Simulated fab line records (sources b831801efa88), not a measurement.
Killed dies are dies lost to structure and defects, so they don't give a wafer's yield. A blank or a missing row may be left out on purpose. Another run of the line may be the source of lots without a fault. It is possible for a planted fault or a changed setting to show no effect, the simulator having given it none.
Which tool did it? | flow sky130 | 11 lots with 33 wafers sampled at 3 steps, on a route of 708 steps

## WHAT EACH GAUGE READ, for each wafer
SKY_LDD_N_TW_MEAS_17.
lot  | measured     | on            | LDD_N_TW
L542 | day 18 19:29 | film_metro-02 | 2588 2592 2586
L543 | day 19 12:34 | film_metro-02 | 2606 2592 2606
L544 | day 20 01:00 | film_metro-02 | 2591 2592 2580
L545 | day 20 09:42 | film_metro-04 | 2598 2603 2608
L546 | day 21 03:28 | film_metro-03 | 2578 2573 2587
L549 | day 21 16:46 | film_metro-04 | 2611 2600 2617
L556 | day 24 04:44 | film_metro-02 | 2551 2549 2566
L557 | day 24 23:07 | film_metro-03 | 2511 2519 2521
L558 | day 25 06:06 | film_metro-02 | 2596 2593 2599
L560 | day 25 16:01 | film_metro-03 | 2566 2560 2575
L561 | day 25 20:41 | film_metro-02 | 2599 2583 2586

## WHICH TOOL RAN EACH LOT (tool, then ch and the chambers of the sampled wafers, then the start)
lot  | SKY_LDD_N_IMPLANT_08            | SKY_LDD_N_STRIP_16
L542 | implanter-02 ch 0, day 18 18:12 | plasma_asher-01 ch 0,1, day 18 19:22
L543 | implanter-02 ch 0, day 19 11:16 | plasma_asher-01 ch 1, day 19 12:27
L544 | implanter-03 ch 0, day 19 23:42 | plasma_asher-03 ch 0,1, day 20 00:54
L545 | implanter-01 ch 0, day 20 08:27 | plasma_asher-03 ch 0,1, day 20 09:37
L546 | implanter-03 ch 0, day 21 01:16 | plasma_asher-02 ch 0,1, day 21 03:22
L549 | implanter-01 ch 0, day 21 15:28 | plasma_asher-01 ch 0,1, day 21 16:39
L556 | implanter-03 ch 0, day 24 03:26 | plasma_asher-01 ch 0,1, day 24 04:38
L557 | implanter-03 ch 0, day 24 21:49 | plasma_asher-03 ch 0,1, day 24 23:00
L558 | implanter-01 ch 0, day 25 04:51 | plasma_asher-03 ch 0,1, day 25 06:01
L560 | implanter-02 ch 0, day 25 14:44 | plasma_asher-02 ch 0,1, day 25 15:55
L561 | implanter-02 ch 0, day 25 19:23 | plasma_asher-01 ch 0,1, day 25 20:35
- SKY_LDD_N_IMPLANT_08
- SKY_LDD_N_STRIP_16: strips in O2/N2.

## THE ANSWER, worked out from the rows above alone
Rule: the lots themselves supply what counts as usual. Put in order of their means at a reading, lots are off if they are a third of the lots or fewer, leave a main group of 4 or more, and stand apart from it by a gap of 3 or more times the standard deviation of the main group's means; of several such gaps the widest counts. A main group is skipped when, at the precision printed for the reading in the tables above, its means are all equal. Also off: a lot with no number at a reading for which 4 or more lots have one. Where the step has rows for the other lots, those lots are counted as sound.
No lot is off at any reading shown: from this, nothing can be told.

## WHAT THE SIMULATOR PUT IN
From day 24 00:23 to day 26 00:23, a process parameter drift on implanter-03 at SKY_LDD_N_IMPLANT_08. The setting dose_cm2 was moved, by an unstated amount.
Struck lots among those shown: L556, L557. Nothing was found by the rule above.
